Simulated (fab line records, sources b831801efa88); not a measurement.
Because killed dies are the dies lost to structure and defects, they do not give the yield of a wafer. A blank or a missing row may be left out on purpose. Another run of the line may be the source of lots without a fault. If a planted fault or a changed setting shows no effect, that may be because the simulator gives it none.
Which tool did it? / flow sky130 / 12 lots with 36 wafers sampled at 5 steps, on a route of 708 steps

## WHAT THE GAUGES SHOWED, per wafer
Not one reading of a measure or inspect step in the record can be checked against a usual standard deviation.

## TOOL THAT RAN EACH LOT (tool first, then ch and the chambers of the sampled wafers, then the start)
lot=L695; SKY_VIA1_SPUTTER_20=pvdSputter-04, day 34 08:14; SKY_VIA1_CVD_21=cvdW-02 ch 0,1, day 34 08:20; SKY_VIA1_CMP_24=cmp-01 ch 0,1,2, day 34 08:41; SKY_METAL2_SPUTTER_01=pvdSputter-02, day 34 08:54; SKY_PAD_OPEN_PROBE_99=prober-01, day 46 01:23
lot=L696; SKY_VIA1_SPUTTER_20=pvdSputter-04, day 34 09:07; SKY_VIA1_CVD_21=cvdW-01 ch 0, day 34 09:10; SKY_VIA1_CMP_24=cmp-02 ch 1,3, day 34 09:29; SKY_METAL2_SPUTTER_01=pvdSputter-03, day 34 09:46; SKY_PAD_OPEN_PROBE_99=prober-02, day 46 02:50
lot=L697; SKY_VIA1_SPUTTER_20=pvdSputter-03, day 34 18:18; SKY_VIA1_CVD_21=cvdW-01 ch 0,1, day 34 18:22; SKY_VIA1_CMP_24=cmp-01 ch 1,2,3, day 34 18:38; SKY_METAL2_SPUTTER_01=pvdSputter-02, day 34 18:58; SKY_PAD_OPEN_PROBE_99=prober-01, day 46 08:45
lot=L701; SKY_VIA1_SPUTTER_20=pvdSputter-04, day 36 06:04; SKY_VIA1_CVD_21=cvdW-01 ch 0,1, day 36 06:08; SKY_VIA1_CMP_24=cmp-01 ch 0,1,3, day 36 06:24; SKY_METAL2_SPUTTER_01=pvdSputter-03, day 36 06:43; SKY_PAD_OPEN_PROBE_99=prober-02, day 47 11:35
lot=L709; SKY_VIA1_SPUTTER_20=pvdSputter-03, day 38 02:12; SKY_VIA1_CVD_21=cvdW-02 ch 1, day 38 02:16; SKY_VIA1_CMP_24=cmp-02 ch 0,1, day 38 02:32; SKY_METAL2_SPUTTER_01=pvdSputter-01, day 38 02:51; SKY_PAD_OPEN_PROBE_99=prober-02, day 48 21:14
lot=L710; SKY_VIA1_SPUTTER_20=pvdSputter-02, day 38 20:50; SKY_VIA1_CVD_21=cvdW-02 ch 0,1, day 38 20:54; SKY_VIA1_CMP_24=cmp-01 ch 1,3, day 38 21:13; SKY_METAL2_SPUTTER_01=pvdSputter-01, day 38 21:29; SKY_PAD_OPEN_PROBE_99=prober-02, day 49 10:45
lot=L711; SKY_VIA1_SPUTTER_20=pvdSputter-03, day 39 01:37; SKY_VIA1_CVD_21=cvdW-02 ch 0, day 39 01:41; SKY_VIA1_CMP_24=cmp-02 ch 2,3, day 39 01:57; SKY_METAL2_SPUTTER_01=pvdSputter-01, day 39 02:16; SKY_PAD_OPEN_PROBE_99=prober-01, day 49 14:17
lot=L714; SKY_VIA1_SPUTTER_20=pvdSputter-03, day 39 17:13; SKY_VIA1_CVD_21=cvdW-01 ch 0,1, day 39 17:16; SKY_VIA1_CMP_24=cmp-01 ch 0,1,2, day 39 17:39; SKY_METAL2_SPUTTER_01=pvdSputter-03, day 39 17:52; SKY_PAD_OPEN_PROBE_99=prober-02, day 50 01:47
lot=L713; SKY_VIA1_SPUTTER_20=pvdSputter-04, day 39 18:25; SKY_VIA1_CVD_21=cvdW-02 ch 0,1, day 39 18:28; SKY_VIA1_CMP_24=cmp-02 ch 0,2,3, day 39 18:48; SKY_METAL2_SPUTTER_01=pvdSputter-03, day 39 19:04; SKY_PAD_OPEN_PROBE_99=prober-01, day 50 01:10
lot=L715; SKY_VIA1_SPUTTER_20=pvdSputter-02, day 39 23:14; SKY_VIA1_CVD_21=cvdW-02 ch 0,1, day 39 23:18; SKY_VIA1_CMP_24=cmp-01 ch 1,2,3, day 39 23:35; SKY_METAL2_SPUTTER_01=pvdSputter-01, day 39 23:54; SKY_PAD_OPEN_PROBE_99=prober-01, day 50 03:08
lot=L716; SKY_VIA1_SPUTTER_20=pvdSputter-03, day 40 12:28; SKY_VIA1_CVD_21=cvdW-01 ch 0,1, day 40 12:31; SKY_VIA1_CMP_24=cmp-01 ch 1,3, day 40 13:08; SKY_METAL2_SPUTTER_01=pvdSputter-02, day 40 13:28; SKY_PAD_OPEN_PROBE_99=prober-02, day 50 13:11
lot=L717; SKY_VIA1_SPUTTER_20=pvdSputter-04, day 40 21:21; SKY_VIA1_CVD_21=cvdW-02 ch 0,1, day 40 21:27; SKY_VIA1_CMP_24=cmp-01 ch 0,3, day 40 21:41; SKY_METAL2_SPUTTER_01=pvdSputter-03, day 40 22:01; SKY_PAD_OPEN_PROBE_99=prober-01, day 50 19:47
- SKY_VIA1_SPUTTER_20: material TiN, target thk 20 nm, time 80 s.
- SKY_VIA1_CVD_21: deposits W, target thk 270 nm, time 80.902 s.
- SKY_VIA1_CMP_24: polishes, stops on SiO2, t overpolish 15 s, target thk 0 nm.
- SKY_METAL2_SPUTTER_01: material TiN, target thk 20 nm, time 16.7 s.
- SKY_PAD_OPEN_PROBE_99

## WHAT THE TOOLS THEMSELVES READ (means of the sampled wafers that have a number; where no wafer has one, the mark that the record gives instead)
SKY_VIA1_SPUTTER_20.
lot=L695; tool=pvdSputter-04; chamberPressurePa (Pa)=5.013; throttleValvePct (%)=29.1
lot=L696; tool=pvdSputter-04; chamberPressurePa (Pa)=5.007; throttleValvePct (%)=30.5
lot=L697; tool=pvdSputter-03; chamberPressurePa (Pa)=4.998; throttleValvePct (%)=30.3
lot=L701; tool=pvdSputter-04; chamberPressurePa (Pa)=4.997; throttleValvePct (%)=29.8
lot=L709; tool=pvdSputter-03; chamberPressurePa (Pa)=4.998; throttleValvePct (%)=29.7
lot=L710; tool=pvdSputter-02; chamberPressurePa (Pa)=4.998; throttleValvePct (%)=29.3
lot=L711; tool=pvdSputter-03; chamberPressurePa (Pa)=5.003; throttleValvePct (%)=29.6
lot=L714; tool=pvdSputter-03; chamberPressurePa (Pa)=5.011; throttleValvePct (%)=29.1
lot=L713; tool=pvdSputter-04; chamberPressurePa (Pa)=4.989; throttleValvePct (%)=30.3
lot=L715; tool=pvdSputter-02; chamberPressurePa (Pa)=4.999; throttleValvePct (%)=29.2
lot=L716; tool=pvdSputter-03; chamberPressurePa (Pa)=4.997; throttleValvePct (%)=29.6
lot=L717; tool=pvdSputter-04; chamberPressurePa (Pa)=5.009; throttleValvePct (%)=29.4

SKY_VIA1_CVD_21.
lot=L695; tool=cvdW-02; heaterPowerW (W)=933; susceptorTempC (C)=400.20
lot=L696; tool=cvdW-01; heaterPowerW (W)=886; susceptorTempC (C)=400.03
lot=L697; tool=cvdW-01; heaterPowerW (W)=1042; susceptorTempC (C)=399.66
lot=L701; tool=cvdW-01; heaterPowerW (W)=1034; susceptorTempC (C)=399.99
lot=L709; tool=cvdW-02; heaterPowerW (W)=990; susceptorTempC (C)=400.29
lot=L710; tool=cvdW-02; heaterPowerW (W)=972; susceptorTempC (C)=399.78
lot=L711; tool=cvdW-02; heaterPowerW (W)=926; susceptorTempC (C)=399.75
lot=L714; tool=cvdW-01; heaterPowerW (W)=931; susceptorTempC (C)=399.85
lot=L713; tool=cvdW-02; heaterPowerW (W)=972; susceptorTempC (C)=399.93
lot=L715; tool=cvdW-02; heaterPowerW (W)=974; susceptorTempC (C)=400.14
lot=L716; tool=cvdW-01; heaterPowerW (W)=994; susceptorTempC (C)=399.93
lot=L717; tool=cvdW-02; heaterPowerW (W)=948; susceptorTempC (C)=400.08

SKY_VIA1_CMP_24.
lot=L695; tool=cmp-01; headPressurePsi (psi)=3.494; motorCurrentA (A)=10.6; overpolishRunS (s)=15.003; timeToEndpointS (s)=63.1
lot=L696; tool=cmp-02; headPressurePsi (psi)=3.497; motorCurrentA (A)=9.9; overpolishRunS (s)=14.992; timeToEndpointS (s)=64.3
lot=L697; tool=cmp-01; headPressurePsi (psi)=3.506; motorCurrentA (A)=10.0; overpolishRunS (s)=14.997; timeToEndpointS (s)=65.5
lot=L701; tool=cmp-01; headPressurePsi (psi)=3.499; motorCurrentA (A)=10.6; overpolishRunS (s)=15.002; timeToEndpointS (s)=65.8
lot=L709; tool=cmp-02; headPressurePsi (psi)=3.498; motorCurrentA (A)=9.5; overpolishRunS (s)=15.002; timeToEndpointS (s)=63.9
lot=L710; tool=cmp-01; headPressurePsi (psi)=3.501; motorCurrentA (A)=10.4; overpolishRunS (s)=14.999; timeToEndpointS (s)=67.9
lot=L711; tool=cmp-02; headPressurePsi (psi)=3.505; motorCurrentA (A)=10.3; overpolishRunS (s)=15.006; timeToEndpointS (s)=63.8
lot=L714; tool=cmp-01; headPressurePsi (psi)=3.492; motorCurrentA (A)=10.3; overpolishRunS (s)=15.000; timeToEndpointS (s)=66.9
lot=L713; tool=cmp-02; headPressurePsi (psi)=3.499; motorCurrentA (A)=10.3; overpolishRunS (s)=15.000; timeToEndpointS (s)=65.9
lot=L715; tool=cmp-01; headPressurePsi (psi)=3.509; motorCurrentA (A)=10.3; overpolishRunS (s)=15.007; timeToEndpointS (s)=65.6
lot=L716; tool=cmp-01; headPressurePsi (psi)=3.495; motorCurrentA (A)=10.5; overpolishRunS (s)=15.010; timeToEndpointS (s)=69.0
lot=L717; tool=cmp-01; headPressurePsi (psi)=3.493; motorCurrentA (A)=11.0; overpolishRunS (s)=14.991; timeToEndpointS (s)=67.5

SKY_METAL2_SPUTTER_01.
lot=L695; tool=pvdSputter-02; chamberPressurePa (Pa)=0.4006; throttleValvePct (%)=29.2
lot=L696; tool=pvdSputter-03; chamberPressurePa (Pa)=0.4003; throttleValvePct (%)=29.5
lot=L697; tool=pvdSputter-02; chamberPressurePa (Pa)=0.4000; throttleValvePct (%)=30.0
lot=L701; tool=pvdSputter-03; chamberPressurePa (Pa)=0.4301; throttleValvePct (%)=28.5
lot=L709; tool=pvdSputter-01; chamberPressurePa (Pa)=0.4007; throttleValvePct (%)=31.5
lot=L710; tool=pvdSputter-01; chamberPressurePa (Pa)=0.3986; throttleValvePct (%)=31.4
lot=L711; tool=pvdSputter-01; chamberPressurePa (Pa)=0.4002; throttleValvePct (%)=30.7
lot=L714; tool=pvdSputter-03; chamberPressurePa (Pa)=0.3998; throttleValvePct (%)=30.2
lot=L713; tool=pvdSputter-03; chamberPressurePa (Pa)=0.4003; throttleValvePct (%)=30.3
lot=L715; tool=pvdSputter-01; chamberPressurePa (Pa)=0.3997; throttleValvePct (%)=30.2
lot=L716; tool=pvdSputter-02; chamberPressurePa (Pa)=0.3997; throttleValvePct (%)=29.8
lot=L717; tool=pvdSputter-03; chamberPressurePa (Pa)=0.3994; throttleValvePct (%)=30.1

SKY_PAD_OPEN_PROBE_99.
lot=L695; tool=prober-01; defectLimitedYield (%)=80.2; killed_at_M0_to_M3=50; killed_at_M4_up=4.0; killedAtContacts=27; killedAtFrontEnd=17; killedAtOther=0.0; killedDies=97; killedOpen=56; killedShort=41; sort_bin_3_pad_short (%)=0.8; sort_bin_5_function (%)=11.7; sort_bin_6_memory (%)=7.2; sortNPass=395; sortYieldPct (%)=80.2
lot=L696; tool=prober-02; defectLimitedYield (%)=82.4; killed_at_M0_to_M3=40; killed_at_M4_up=2.3; killedAtContacts=24; killedAtFrontEnd=20; killedAtOther=0.7; killedDies=87; killedOpen=47; killedShort=40; sort_bin_3_pad_short (%)=1.2; sort_bin_5_function (%)=9.6; sort_bin_6_memory (%)=6.8; sortNPass=405; sortYieldPct (%)=82.4
lot=L697; tool=prober-01; defectLimitedYield (%)=80.1; killed_at_M0_to_M3=50; killed_at_M4_up=4.0; killedAtContacts=25; killedAtFrontEnd=19; killedAtOther=0.7; killedDies=98; killedOpen=47; killedShort=51; sort_bin_3_pad_short (%)=0.9; sort_bin_5_function (%)=11.9; sort_bin_6_memory (%)=7.2; sortNPass=394; sortYieldPct (%)=80.1
lot=L701; tool=prober-02; defectLimitedYield (%)=84.7; killed_at_M0_to_M3=41; killed_at_M4_up=2.7; killedAtContacts=21; killedAtFrontEnd=11; killedAtOther=0.3; killedDies=75; killedOpen=39; killedShort=36; sort_bin_3_pad_short (%)=0.3; sort_bin_5_function (%)=9.2; sort_bin_6_memory (%)=5.7; sortNPass=417; sortYieldPct (%)=84.7
lot=L709; tool=prober-02; defectLimitedYield (%)=82.2; killed_at_M0_to_M3=46; killed_at_M4_up=4.7; killedAtContacts=22; killedAtFrontEnd=15; killedAtOther=0.3; killedDies=88; killedOpen=42; killedShort=45; sort_bin_3_pad_short (%)=0.8; sort_bin_5_function (%)=10.1; sort_bin_6_memory (%)=6.9; sortNPass=404; sortYieldPct (%)=82.2
lot=L710; tool=prober-02; defectLimitedYield (%)=79.2; killed_at_M0_to_M3=53; killed_at_M4_up=3.3; killedAtContacts=25; killedAtFrontEnd=21; killedAtOther=0.0; killedDies=102; killedOpen=55; killedShort=47; sort_bin_3_pad_short (%)=1.6; sort_bin_5_function (%)=12.4; sort_bin_6_memory (%)=6.8; sortNPass=390; sortYieldPct (%)=79.2
lot=L711; tool=prober-01; defectLimitedYield (%)=81.6; killed_at_M0_to_M3=50; killed_at_M4_up=2.0; killedAtContacts=25; killedAtFrontEnd=13; killedAtOther=0.7; killedDies=90; killedOpen=55; killedShort=36; sort_bin_3_pad_short (%)=0.7; sort_bin_5_function (%)=11.0; sort_bin_6_memory (%)=6.7; sortNPass=402; sortYieldPct (%)=81.6
lot=L714; tool=prober-02; defectLimitedYield (%)=82.9; killed_at_M0_to_M3=41; killed_at_M4_up=4.7; killedAtContacts=20; killedAtFrontEnd=18; killedAtOther=0.0; killedDies=84; killedOpen=48; killedShort=36; sort_bin_3_pad_short (%)=0.7; sort_bin_5_function (%)=10.3; sort_bin_6_memory (%)=6.1; sortNPass=408; sortYieldPct (%)=82.9
lot=L713; tool=prober-01; defectLimitedYield (%)=83.8; killed_at_M0_to_M3=38; killed_at_M4_up=3.7; killedAtContacts=22; killedAtFrontEnd=15; killedAtOther=0.3; killedDies=79; killedOpen=40; killedShort=40; sort_bin_3_pad_short (%)=1.1; sort_bin_5_function (%)=9.6; sort_bin_6_memory (%)=5.4; sortNPass=413; sortYieldPct (%)=83.8
lot=L715; tool=prober-01; defectLimitedYield (%)=84.0; killed_at_M0_to_M3=35; killed_at_M4_up=3.3; killedAtContacts=24; killedAtFrontEnd=16; killedAtOther=0.0; killedDies=79; killedOpen=41; killedShort=38; sort_bin_3_pad_short (%)=0.9; sort_bin_5_function (%)=9.1; sort_bin_6_memory (%)=6.0; sortNPass=413; sortYieldPct (%)=84.0
lot=L716; tool=prober-02; defectLimitedYield (%)=83.9; killed_at_M0_to_M3=42; killed_at_M4_up=5.7; killedAtContacts=20; killedAtFrontEnd=11; killedAtOther=0.3; killedDies=79; killedOpen=40; killedShort=39; sort_bin_3_pad_short (%)=1.1; sort_bin_5_function (%)=8.6; sort_bin_6_memory (%)=6.4; sortNPass=413; sortYieldPct (%)=83.9
lot=L717; tool=prober-01; defectLimitedYield (%)=81.3; killed_at_M0_to_M3=43; killed_at_M4_up=2.0; killedAtContacts=27; killedAtFrontEnd=20; killedAtOther=0.3; killedDies=92; killedOpen=52; killedShort=40; sort_bin_3_pad_short (%)=1.0; sort_bin_5_function (%)=10.4; sort_bin_6_memory (%)=7.3; sortNPass=400; sortYieldPct (%)=81.3

## THE ANSWER, worked out from the rows above alone
Rule: usual is defined by the lots themselves. Put in order of their means at a reading, lots are off if they are a third of the lots or fewer, leave a main group of 4 or more, and stand apart from it by a gap of 3 or more times the standard deviation of the main group's means; of several such gaps the widest counts. A main group is skipped when, at the precision printed for the reading in the tables above, its means are all equal. A lot without any number at a reading at which 4 lots or more have one is off too. Where the step has rows for the other lots, those lots are counted as sound. After the gauges, taken in route order, come the tools' own readings; for these a lot's mean is taken, as printed above. At the first step where some lot is off, the reading lying furthest off is the one used; lots without a number count as furthest.
Off: L701, at SKY_METAL2_SPUTTER_01 (chamberPressurePa). Mean 0.3999 Pa and standard deviation 0.00057 in the main group.
A tool fits if, at that step or a process step before it, it ran every lot that is off, and no sound lot after the first of them. Of those tried, none fits.

## WHAT THE SIMULATOR PUT IN
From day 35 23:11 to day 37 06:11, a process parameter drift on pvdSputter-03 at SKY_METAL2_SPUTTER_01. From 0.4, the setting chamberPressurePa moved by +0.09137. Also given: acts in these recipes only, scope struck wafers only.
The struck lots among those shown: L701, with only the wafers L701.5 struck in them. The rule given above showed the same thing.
